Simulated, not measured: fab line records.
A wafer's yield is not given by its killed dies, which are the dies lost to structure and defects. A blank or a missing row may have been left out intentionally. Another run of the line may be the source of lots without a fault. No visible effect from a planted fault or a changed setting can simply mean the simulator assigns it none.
A single fault, viewed from 2 desks ; flow sky130 ; what lay behind the numbers comes last; until then each desk has only its own

THE METROLOGY DESK
What the gauges read, lot by lot, whatever tool the lot ran on: means of the sampled wafers that have a number. The brackets show how far a lot's mean lies from the usual mean; more than 4 standard deviations puts the lot out of limits, marked OUT.
Columns: A = cd_nm at SKY_SD_P_CD_MEAS_07, usual 380.1 nm; B = CONTACT_CVD_00_THK at SKY_CONTACT_THK_MEAS_01, usual 75.2 nm; C = cd_nm at SKY_METAL1_CD_MEAS_15, usual 139.8 nm
lot;first seen here;A;B;C
L793;day 25 10:49;379.3;74.6;140.0
L794;day 25 15:02;378.0;75.3;138.9
L795;day 25 22:55;380.5;75.0;139.6
L796;day 26 07:55;384.1;74.9;136.3
L797;day 26 22:40;380.3;75.6;137.5
L798;day 27 05:53;382.1;74.9;140.7
L799;day 27 19:50;380.7;75.6;138.4
L806;day 30 02:56;382.6;75.3;139.3
L807;day 30 09:34;377.7;73.6;140.2
L810;day 31 21:41;382.4;75.9;141.0
L812;day 32 02:43;375.8;75.9;139.9
L814;day 32 15:22;379.7;75.3;137.7
L815;day 32 22:20;377.3;76.1;141.2
L816;day 33 03:38;377.9;74.4;138.9
Result from this desk: across the 14 lots, nothing is out of limits.

FOR THE TOOL OWNER'S DESK: implanter-01
The tool's own readings at SKY_LDD_N_IMPLANT_15, given as means over the sampled wafers that have a number, one for each lot that went through this tool. The brackets show how far a lot's mean lies from the usual mean; more than 4 standard deviations puts the lot out of limits, marked OUT.
Columns: A = beam_on_s at SKY_LDD_N_IMPLANT_15, usual 10.04 s; B = faraday_current_uA at SKY_LDD_N_IMPLANT_15, usual 28.1
lot;first seen here;A;B
L795;day 18 08:42;10.06;28.1
L806;day 22 17:58;13.43 (+18) OUT;21.0 (-14) OUT
L807;day 23 01:30;13.49 (+18) OUT;20.9 (-14) OUT
L814;day 25 07:44;9.84;28.6
This desk's finding: out of limits on L806, L807; first on L806, day 22 17:58 (beam_on_s at SKY_LDD_N_IMPLANT_15). L795, L814 stayed within limits.

ALL TOGETHER
The tool owner's desk had the chance to raise an alarm at day 22 17:58 on L806, L807.
Nothing out of limits was seen by the metrology desk.
The metrology desk has L806, L807 on record, within its limits.
All the named lots went through SKY_LDD_N_IMPLANT_15 on implanter-01.

WHAT THE SIMULATOR PUT IN
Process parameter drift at SKY_LDD_N_IMPLANT_15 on implanter-01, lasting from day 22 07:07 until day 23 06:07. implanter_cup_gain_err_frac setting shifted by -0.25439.
Lots struck among those shown: L806, L807.
Time in hours from fault onset to the first out-of-limits reading at each desk: the tool owner's desk, 11.
